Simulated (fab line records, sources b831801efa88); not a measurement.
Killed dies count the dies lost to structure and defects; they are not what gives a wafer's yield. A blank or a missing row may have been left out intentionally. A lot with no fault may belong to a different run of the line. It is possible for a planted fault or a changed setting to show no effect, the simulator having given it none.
Comparing a struck lot with a sound one :: flow sky130 :: 43 out of 708 route steps
Sound: these wafers, L851.2, L851.4, L851.6. Struck: wafer L858.4. (L858.2 of the same lot was not struck and is left out.) The cause comes at the end.
Each step with rows lists, per side, the tool, then ch with its chambers, then its first start. Under that, the readings that differ: sound wafers :: struck wafers :: difference of the means :: sigmas: that difference in standard deviations of wafers without a fault.
alike: readings whose means differ by less than 2 such deviations, and words and numbers that are the same on both sides. not compared: withheld readings, readings that some wafer has no value for, bounds like >300 that may hide the same value, and numbers for which the record gives no deviation and whose values overlap.
The two part at a step that has a row with sigmas, a row that says differs or no value, or rows on one side only. Numbers that don't overlap but have no deviation are shown without sigmas and don't part them. A reading that every wafer of one side lacks parts them only if that side has two wafers or more.

first, 3 steps without rows for these wafers: SKY_SONOS_ONO_WET_ETCH_18 (etches Si3N4 in H3PO4, target depth 15 nm, time 172 s); SKY_GATE_OXIDE_CLEAN_00 (cleans in SC1/SC2, time 150 s); SKY_GATE_OXIDE_OXIDATION_01 (stabilise 600 s, purge 300 s, target thk 10.268 nm).
SKY_GATE_OXIDE_THK_MEAS_02:
  sound on film_metro-04 at day 14 03:23; struck on film_metro-03 at day 16 10:59
  alike: GATE_OXIDE_OXIDATION_00_THK
then, 7 steps without rows for these wafers: SKY_GATE_OXIDE_DEHYDRATE_03 (time 60 s); SKY_GATE_OXIDE_HMDS_04 (prime time 60 s); SKY_GATE_OXIDE_COAT_05 (resist thk 1140 nm); SKY_GATE_OXIDE_SOFTBAKE_06 (time 60 s); SKY_GATE_OXIDE_EXPOSE_07 (exposes mask LVOM, target cd 600 nm); SKY_GATE_OXIDE_PEB_08; SKY_GATE_OXIDE_DEVELOP_09 (develop time 60 s).
SKY_GATE_OXIDE_OVL_MEAS_10:
  sound on overlay-02 at day 15 06:20; struck on overlay-02 at day 17 15:50
  alike: GATE_OXIDE_OVL
SKY_GATE_OXIDE_IMPLANT_11:
  sound on implanter-02 ch 0, day 15 06:24; struck on implanter-02 ch 0, day 17 15:54
then, 1 step without rows for these wafers: SKY_GATE_OXIDE_WET_ETCH_12 (etches SiO2 in dHF, target depth 16.8 nm, time 336 s).
SKY_GATE_OXIDE_STRIP_13: strips in O2/N2.
  sound on plasma_asher-02 ch 1, day 15 06:38; struck on plasma_asher-03 ch 0, day 17 16:07
  alike: drypump_motor_current_A, oes_product_au, strip_time_to_endpoint_s
  not compared: rf_hours_counter_h
SKY_GATE_OXIDE_TW_MEAS_14:
  sound on film_metro-04 at day 15 06:44; struck on film_metro-04 at day 17 16:14
  alike: GATE_OXIDE_TW
then, 3 steps without rows for these wafers: SKY_GATE_OXIDE_CLEAN_15 (cleans in SC1/SC2, time 150 s); SKY_GATE_OXIDE_OXIDATION_16 (stabilise 600 s, purge 300 s, target thk 3.57 nm); SKY_POLY_GATE_CVD_00 (deposits poly-Si, target thk 180 nm, time 720 s).
SKY_POLY_GATE_THK_MEAS_01:
  sound on film_metro-02 at day 15 10:03; struck on film_metro-01 at day 17 20:09
reading: POLY_GATE_CVD_00_THK (nm)
sound: 177.7 176.6 177.7
struck: 182.7
difference: +5.4
sigmas: +3
then, 8 steps without rows for these wafers: SKY_RES_PROTECT_DEHYDRATE_00 (time 60 s); SKY_RES_PROTECT_HMDS_01 (prime time 60 s); SKY_RES_PROTECT_COAT_02 (resist thk 1140 nm); SKY_RES_PROTECT_SOFTBAKE_03 (time 60 s); SKY_RES_PROTECT_EXPOSE_04 (exposes mask RPM, target cd 1270 nm); SKY_RES_PROTECT_PEB_05; SKY_RES_PROTECT_DEVELOP_06 (develop time 60 s); SKY_POLY_GATE_IMPLANT_02.
SKY_RES_PROTECT_STRIP_07: strips in O2/N2.
  sound on plasma_asher-03 ch 1, day 16 13:48; struck on plasma_asher-04 ch 0, day 19 02:12
  alike: drypump_motor_current_A, oes_product_au, strip_time_to_endpoint_s
  not compared: rf_hours_counter_h
SKY_RES_PROTECT_TW_MEAS_08:
  sound on film_metro-01 at day 16 13:55; struck on film_metro-03 at day 19 02:19
  alike: POLY_GATE_TW
then, 2 steps without rows for these wafers: SKY_RES_PROTECT_CLEAN_09 (cleans in SC1/SC2, time 150 s); SKY_POLY_GATE_CVD_03 (deposits Si3N4 from DCS/NH3, target thk 75 nm, time 1290 s).
SKY_POLY_GATE_THK_MEAS_04:
  sound on film_metro-03 at day 16 15:41; struck on film_metro-03 at day 19 04:49
  alike: POLY_GATE_CVD_03_THK
then, 8 steps without rows for these wafers: SKY_POLY_GATE_DEHYDRATE_05 (time 60 s); SKY_POLY_GATE_HMDS_06 (prime time 60 s); SKY_POLY_GATE_COAT_07 (resist thk 110 nm); SKY_POLY_GATE_COAT_08 (resist thk 450 nm); SKY_POLY_GATE_SOFTBAKE_09 (time 90 s); SKY_POLY_GATE_EXPOSE_10 (exposes mask P1M, target cd 150 nm); SKY_POLY_GATE_PEB_11; SKY_POLY_GATE_DEVELOP_12 (develop time 60 s).
SKY_POLY_GATE_CD_MEAS_13 targets a cd of 150 nm.
  sound on cd_sem-01 at day 17 20:28; struck on cd_sem-02 at day 20 11:28
  alike: cd_nm
-- a jump in the record: the struck wafers' starts before and after are 28 days apart (it breaks off in module POLY_GATE and resumes in module PAD_OPEN, where the first step shown is number 708 of the route) --
SKY_PAD_OPEN_PROBE_99:
  sound on prober-01 at day 46 17:02; struck on prober-01 at day 48 08:45
reading: model.etest.pfet_01v8_lvt.drive_ua_um
sound: 173.9 174.6 176.9
struck: 162
difference: -13
sigmas: 

reading: model.etest.nfet_01v8.drive_ua_um_range
sound: 9.227 9.742 5.198
struck: 12.94
difference: +4.88
sigmas: 

reading: model.etest.pfet_01v8.drive_ua_um_range
sound: 8.116 5.23 7.451
struck: 8.194
difference: +1.262
sigmas: 

reading: model.etest.pfet_01v8_mvt.drive_ua_um
sound: 149.3 154.1 153.7
struck: 139.7
difference: -12.7
sigmas: 

reading: model.etest.pfet_01v8_lvt.off_log10_a_um
sound: -8.85 -8.948 -8.97
struck: -10.1
difference: -1.2
sigmas: 

reading: model.etest.pfet_01v8_mvt.off_log10_a_um
sound: -10.8 -10.58 -10.66
struck: -11.82
difference: -1.14
sigmas: 

reading: model.etest.pfet_01v8.off_log10_a_um
sound: -10.06 -9.726 -9.797
struck: -10.88
difference: -1.02
sigmas: 

reading: model.etest.pfet_01v8_lvt.vt_v_range
sound: 0.01658 0.01615 0.01298
struck: 0.1097
difference: +0.0945
sigmas: 
  alike: killed_at_M0_to_M3, killed_at_M4_up, killed_at_contacts, killed_at_front_end, killed_at_other, killed_dies, killed_open, killed_short

## WHERE THEY PART
Only at SKY_POLY_GATE_THK_MEAS_01, within this record. Later steps at which nothing parts them and some readings are alike: SKY_RES_PROTECT_STRIP_07, SKY_RES_PROTECT_TW_MEAS_08, SKY_POLY_GATE_THK_MEAS_04, SKY_POLY_GATE_CD_MEAS_13, SKY_PAD_OPEN_PROBE_99.

WHY: what the simulator had put in
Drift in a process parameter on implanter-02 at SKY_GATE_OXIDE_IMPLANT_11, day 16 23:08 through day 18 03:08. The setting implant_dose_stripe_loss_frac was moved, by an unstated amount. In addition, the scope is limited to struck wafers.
